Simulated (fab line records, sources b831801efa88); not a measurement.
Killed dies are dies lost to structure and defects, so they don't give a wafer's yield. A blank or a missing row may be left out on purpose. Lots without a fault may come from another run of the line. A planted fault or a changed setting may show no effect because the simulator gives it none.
Which tool did it? | flow sky130 | 13 lots, 39 wafers sampled, at 4 steps of a route of 708

WHAT THE GAUGES READ, wafer by wafer
SKY_LOCAL_INTERCONNECT_OVL_MEAS_12.
lot  | measured     | on         | LOCAL_INTERCONNECT_OVL (nm)
L759 | day 30 07:03 | overlay-01 | 5 14 7
L762 | day 31 02:13 | overlay-01 | -4 -1 2
L763 | day 32 07:20 | overlay-01 | 6 1 4
L765 | day 33 00:52 | overlay-02 | -2 2 0
L764 | day 33 04:43 | overlay-02 | 1 12 7
L767 | day 33 14:25 | overlay-01 | 3 -1 7
L768 | day 33 18:32 | overlay-01 | -4 1 -12
L766 | day 33 21:11 | overlay-02 | 1 5 -4
L769 | day 33 22:19 | overlay-01 | 10 6 8
L777 | day 36 09:58 | overlay-02 | 0 7 -3
L779 | day 36 19:16 | overlay-02 | 5 8 2
L781 | day 37 10:36 | overlay-01 | -5 7 -3
L782 | day 37 13:58 | overlay-01 | 1 -7 -5

SKY_VIA2_OVL_MEAS_13.
lot  | measured     | on         | VIA2_OVL (nm)
L759 | day 36 05:35 | overlay-01 | -5 -2 -2
L762 | day 37 00:53 | overlay-01 | -8 -1 -7
L763 | day 38 03:23 | overlay-01 | 2 4 4
L765 | day 38 18:25 | overlay-02 | -3 -5 -8
L764 | day 38 22:59 | overlay-01 | -8 -8 -7
L767 | day 39 08:43 | overlay-02 | -13 -3 -7
L768 | day 39 11:17 | overlay-02 | -8 -3 -5
L766 | day 39 14:40 | overlay-01 | -2 0 -2
L769 | day 39 15:49 | overlay-01 | 5 -3 5
L777 | day 42 07:25 | overlay-01 | 4 -3 7
L779 | day 42 09:26 | overlay-02 | 2 2 1
L781 | day 42 19:14 | overlay-01 | 5 5 4
L782 | day 42 21:35 | overlay-02 | -2 -5 -6

WHICH TOOL RAN EACH LOT (tool, then ch and the chambers of the sampled wafers, then the start)
lot  | SKY_METAL1_SPUTTER_03        | SKY_METAL1_SPUTTER_04
L759 | pvd_sputter-02, day 31 13:32 | pvd_sputter-02, day 31 13:33
L762 | pvd_sputter-02, day 32 09:08 | pvd_sputter-02, day 32 09:10
L763 | pvd_sputter-04, day 33 13:36 | pvd_sputter-04, day 33 13:37
L765 | pvd_sputter-04, day 34 05:53 | pvd_sputter-04, day 34 05:55
L764 | pvd_sputter-04, day 34 09:46 | pvd_sputter-04, day 34 09:47
L767 | pvd_sputter-04, day 34 20:14 | pvd_sputter-04, day 34 20:16
L768 | pvd_sputter-04, day 34 23:33 | pvd_sputter-04, day 34 23:34
L766 | pvd_sputter-02, day 35 02:16 | pvd_sputter-02, day 35 02:17
L769 | pvd_sputter-02, day 35 04:13 | pvd_sputter-02, day 35 04:14
L777 | pvd_sputter-02, day 37 14:40 | pvd_sputter-02, day 37 14:41
L779 | pvd_sputter-02, day 37 23:51 | pvd_sputter-02, day 37 23:52
L781 | pvd_sputter-04, day 38 15:40 | pvd_sputter-04, day 38 15:41
L782 | pvd_sputter-04, day 38 18:10 | pvd_sputter-04, day 38 18:11
- SKY_METAL1_SPUTTER_03: material Ti, target thk 5 nm, time 3.3 s.
- SKY_METAL1_SPUTTER_04: material TiN, target thk 70 nm, time 58.3 s.

WHAT THE TOOLS THEMSELVES READ (means of the sampled wafers that have a number; where no wafer has one, the mark that the record gives instead)
SKY_METAL1_SPUTTER_03.
lot  | tool           | throttle_valve_pct (%)
L759 | pvd_sputter-02 | 30.0
L762 | pvd_sputter-02 | 29.6
L763 | pvd_sputter-04 | 30.4
L765 | pvd_sputter-04 | 30.5
L764 | pvd_sputter-04 | 29.9
L767 | pvd_sputter-04 | 30.0
L768 | pvd_sputter-04 | 30.2
L766 | pvd_sputter-02 | 30.1
L769 | pvd_sputter-02 | 29.6
L777 | pvd_sputter-02 | 29.5
L779 | pvd_sputter-02 | 30.3
L781 | pvd_sputter-04 | 30.5
L782 | pvd_sputter-04 | 29.9

SKY_METAL1_SPUTTER_04.
lot  | tool           | throttle_valve_pct (%)
L759 | pvd_sputter-02 | 30.2
L762 | pvd_sputter-02 | 29.5
L763 | pvd_sputter-04 | 30.5
L765 | pvd_sputter-04 | 30.3
L764 | pvd_sputter-04 | 29.9
L767 | pvd_sputter-04 | 30.1
L768 | pvd_sputter-04 | 30.0
L766 | pvd_sputter-02 | 30.4
L769 | pvd_sputter-02 | 29.7
L777 | pvd_sputter-02 | 29.7
L779 | pvd_sputter-02 | 30.4
L781 | pvd_sputter-04 | 30.3
L782 | pvd_sputter-04 | 29.8

THE ANSWER, worked out from the rows above alone
Rule: what is usual is taken from the lots themselves. Put in order of their means at a reading, lots are off if they are a third of the lots or fewer, leave a main group of 4 or more, and stand apart from it by a gap of 3 or more times the standard deviation of the main group's means; of several such gaps the widest counts. A main group whose means are all the same, to the digits that the tables above print for the reading, isn't used. A lot without any number at a reading at which 4 lots or more have one is off too. The other lots that the step has rows for count as sound. The gauges are gone through in route order, then the tools' own readings, and for those a lot's mean is taken as printed above. The first step at which some lot is off is used, and at that step the reading that is off furthest; a lot without a number counts as furthest.
No lot is off at any reading shown: from this, nothing can be told.

WHAT THE SIMULATOR HAD PUT IN
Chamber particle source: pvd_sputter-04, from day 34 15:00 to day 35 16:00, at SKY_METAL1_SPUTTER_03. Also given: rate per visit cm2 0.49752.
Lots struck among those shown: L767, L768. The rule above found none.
